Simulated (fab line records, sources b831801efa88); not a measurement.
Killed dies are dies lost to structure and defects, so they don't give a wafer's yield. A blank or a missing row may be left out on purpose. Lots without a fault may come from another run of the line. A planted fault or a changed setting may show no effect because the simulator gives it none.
Which tool did it? | flow gf180mcu | 6 lots, 18 wafers sampled, at 1 step of a route of 602

WHAT THE GAUGES READ, wafer by wafer
GF_V2_RS_MEAS_24: measures by four-point-probe.
lot  | measured     | on            | V2_W_RS (ohm/sq)
L370 | day 22 07:02 | film_metro-03 | 0.325 0.329 0.330
L377 | day 24 17:08 | film_metro-01 | 0.327 0.328 0.329
L379 | day 25 10:00 | film_metro-03 | 0.334 0.333 0.331
L381 | day 25 23:12 | film_metro-01 | 0.333 0.334 0.338
L383 | day 26 15:26 | film_metro-03 | 0.329 0.324 0.328
L388 | day 28 00:24 | film_metro-04 | 0.330 0.331 0.329

WHICH TOOL RAN EACH LOT (tool, then ch and the chambers of the sampled wafers, then the start)
The record holds no process step before these readings.

THE ANSWER, worked out from the rows above alone
Rule: what is usual is taken from the lots themselves. Put in order of their means at a reading, lots are off if they are a third of the lots or fewer, leave a main group of 4 or more, and stand apart from it by a gap of 3 or more times the standard deviation of the main group's means; of several such gaps the widest counts. A main group whose means are all the same, to the digits that the tables above print for the reading, isn't used. A lot without any number at a reading at which 4 lots or more have one is off too. The other lots that the step has rows for count as sound.
No lot is off at any reading shown: from this, nothing can be told.

WHAT THE SIMULATOR HAD PUT IN
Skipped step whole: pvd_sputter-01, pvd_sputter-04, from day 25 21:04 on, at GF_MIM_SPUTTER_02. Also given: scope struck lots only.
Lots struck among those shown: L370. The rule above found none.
